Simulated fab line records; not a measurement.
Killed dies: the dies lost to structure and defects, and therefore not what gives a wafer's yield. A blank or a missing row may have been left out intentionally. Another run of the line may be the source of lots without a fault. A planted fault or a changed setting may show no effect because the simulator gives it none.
The tool behind it: which one?	flow gf180mcu	11 lots, 33 wafers sampled, at 6 steps of a route of 602

WHAT THE GAUGES SHOWED, per wafer
GF_V4_RS_MEAS_24: measures by four-point-probe. Usual: V4_W_RS gives 0.327 ohm/sq (standard deviation 0.005).
lot	measured	on	V4_W_RS (ohm/sq)	flag
L463	day 24 21:56	film metro-01	0.332 0.332 0.324	
L464	day 25 01:14	film metro-04	0.339 0.339 0.340	
L469	day 26 21:45	film metro-01	0.331 0.327 0.333	
L470	day 27 00:31	film metro-04	0.769 0.332 0.327	OFF
L471	day 27 07:23	film metro-04	0.335 0.334 0.323	
L472	day 27 21:35	film metro-02	0.835 0.794 0.802	OFF
L478	day 29 13:57	film metro-04	0.321 0.329 0.331	
L481	day 30 07:31	film metro-02	0.332 0.328 0.328	
L482	day 30 15:05	film metro-04	0.327 0.325 0.326	
L483	day 31 02:43	film metro-01	0.329 0.325 0.327	
L485	day 31 09:13	film metro-02	0.325 0.325 0.329	

GF_V4_THK_MEAS_25: measures by xrf. Usual: V4_W_THK gives 352 nm (standard deviation 5.6).
lot	measured	on	V4_W_THK (nm)	flag
L463	day 24 22:03	film metro-01	346 348 360	
L464	day 25 01:22	film metro-04	341 338 340	
L469	day 26 21:52	film metro-01	349 351 346	
L470	day 27 00:38	film metro-04	151 343 350	OFF
L471	day 27 07:30	film metro-04	344 344 354	
L472	day 27 21:42	film metro-02	140 146 145	OFF
L478	day 29 14:04	film metro-04	362 351 351	
L481	day 30 07:37	film metro-02	346 350 351	
L482	day 30 15:11	film metro-04	353 357 353	
L483	day 31 02:50	film metro-01	347 352 352	
L485	day 31 09:20	film metro-02	355 354 349	

EACH LOT AND THE TOOL THAT RAN IT (in order: tool; ch and the chambers of the sampled wafers; start)
lot	GF_M4_SPUTTER_00	GF_M4_SPUTTER_04	GF_V4_SPUTTER_21	GF_V4_CVD_23
L463	pvd sputter-02, day 22 23:01	pvd sputter-02, day 22 23:12	pvd sputter-02, day 24 21:43	cvd w-01 ch 0,1, day 24 21:49
L464	pvd sputter-02, day 23 02:25	pvd sputter-02, day 23 02:35	pvd sputter-03, day 25 01:02	cvd w-01 ch 1, day 25 01:08
L469	pvd sputter-03, day 25 00:38	pvd sputter-03, day 25 00:49	pvd sputter-01, day 26 21:31	cvd w-02 ch 0,1, day 26 21:37
L470	pvd sputter-03, day 25 05:09	pvd sputter-03, day 25 05:20	pvd sputter-03, day 27 00:19	cvd w-02 ch 0,1, day 27 00:25
L471	pvd sputter-03, day 25 11:17	pvd sputter-03, day 25 11:29	pvd sputter-01, day 27 07:10	cvd w-01 ch 0,1, day 27 07:16
L472	pvd sputter-02, day 26 00:50	pvd sputter-02, day 26 01:01	pvd sputter-01, day 27 21:22	cvd w-02 ch 0, day 27 21:28
L478	pvd sputter-02, day 27 20:49	pvd sputter-02, day 27 21:00	pvd sputter-01, day 29 13:43	cvd w-01 ch 0,1, day 29 13:49
L481	pvd sputter-03, day 28 14:58	pvd sputter-03, day 28 15:09	pvd sputter-01, day 30 07:17	cvd w-02 ch 0, day 30 07:23
L482	pvd sputter-04, day 28 22:52	pvd sputter-04, day 28 23:02	pvd sputter-03, day 30 14:44	cvd w-02 ch 1, day 30 14:52
L483	pvd sputter-04, day 29 11:06	pvd sputter-04, day 29 11:17	pvd sputter-02, day 31 02:31	cvd w-01 ch 1, day 31 02:37
L485	pvd sputter-04, day 29 18:35	pvd sputter-04, day 29 18:46	pvd sputter-02, day 31 09:01	cvd w-02 ch 0,1, day 31 09:07
- GF_M4_SPUTTER_00: material Ti, target thk 37.5 nm, time 150 s.
- GF_M4_SPUTTER_04: material TiN, target thk 50 nm, time 41.7 s.
- GF_V4_SPUTTER_21: material Ti, target thk 15 nm, time 80.02 s.
- GF_V4_CVD_23: deposits W, target thk 350 nm, time 104.9 s.

AS READ BY THE TOOLS THEMSELVES (means over the sampled wafers that have a number; for cases with no such wafer, the mark the record gives instead)
GF_M4_SPUTTER_00. Usual: throttle valve pct reads 30.2 % (standard deviation 1.5).
lot	tool	throttle valve pct (%)	flag
L463	pvd sputter-02	29.1	
L464	pvd sputter-02	29.8	
L469	pvd sputter-03	32.3	
L470	pvd sputter-03	32.3	
L471	pvd sputter-03	31.7	
L472	pvd sputter-02	30.0	
L478	pvd sputter-02	29.0	
L481	pvd sputter-03	30.2	
L482	pvd sputter-04	31.6	
L483	pvd sputter-04	31.0	
L485	pvd sputter-04	30.9	

GF_M4_SPUTTER_04. Usual: throttle valve pct reads 30.2 % (standard deviation 1.6).
lot	tool	throttle valve pct (%)	flag
L463	pvd sputter-02	29.3	
L464	pvd sputter-02	29.8	
L469	pvd sputter-03	32.5	
L470	pvd sputter-03	32.4	
L471	pvd sputter-03	31.8	
L472	pvd sputter-02	29.9	
L478	pvd sputter-02	29.0	
L481	pvd sputter-03	30.2	
L482	pvd sputter-04	31.8	
L483	pvd sputter-04	31.0	
L485	pvd sputter-04	30.8	

GF_V4_SPUTTER_21. Usual: throttle valve pct reads 30.0 % (standard deviation 1.2).
lot	tool	throttle valve pct (%)	flag
L463	pvd sputter-02	29.3	
L464	pvd sputter-03	31.6	
L469	pvd sputter-01	29.7	
L470	pvd sputter-03	31.4	
L471	pvd sputter-01	30.0	
L472	pvd sputter-01	30.5	
L478	pvd sputter-01	30.2	
L481	pvd sputter-01	30.1	
L482	pvd sputter-03	29.9	
L483	pvd sputter-02	29.7	
L485	pvd sputter-02	28.4	

GF_V4_CVD_23. Usual: heater power w reads 880 W (standard deviation 50).
lot	tool	heater power w (W)	flag
L463	cvd w-01	914	
L464	cvd w-01	943	
L469	cvd w-02	870	
L470	cvd w-02	857	
L471	cvd w-01	907	
L472	cvd w-02	883	
L478	cvd w-01	911	
L481	cvd w-02	887	
L482	cvd w-02	839	
L483	cvd w-01	957	
L485	cvd w-02	858	

THE ANSWER, worked out from the rows above alone
Rule: lot off if the mean of its wafers having a number is beyond 3 standard deviations from the usual mean. A lot without any number at a reading at which 4 lots or more have one is off too. All remaining lots with rows at the step are treated as sound. First the gauges in route order, then the tools' own readings, where a lot's mean is used as printed above. At the first step where some lot is off, the reading lying furthest off is the one used; lots without a number count as furthest.
Off: L470, L472, seen at GF_V4_RS_MEAS_24 (V4_W_RS).
If a tool, at a process step before that reading, ran all the lots that are off and no sound lot after the first of them, it fits. Those tools and the gauges at GF_V4_RS_MEAS_24 are tried in the same way. No candidate that was tried fits.

WHAT THE SIMULATOR HAD PUT IN
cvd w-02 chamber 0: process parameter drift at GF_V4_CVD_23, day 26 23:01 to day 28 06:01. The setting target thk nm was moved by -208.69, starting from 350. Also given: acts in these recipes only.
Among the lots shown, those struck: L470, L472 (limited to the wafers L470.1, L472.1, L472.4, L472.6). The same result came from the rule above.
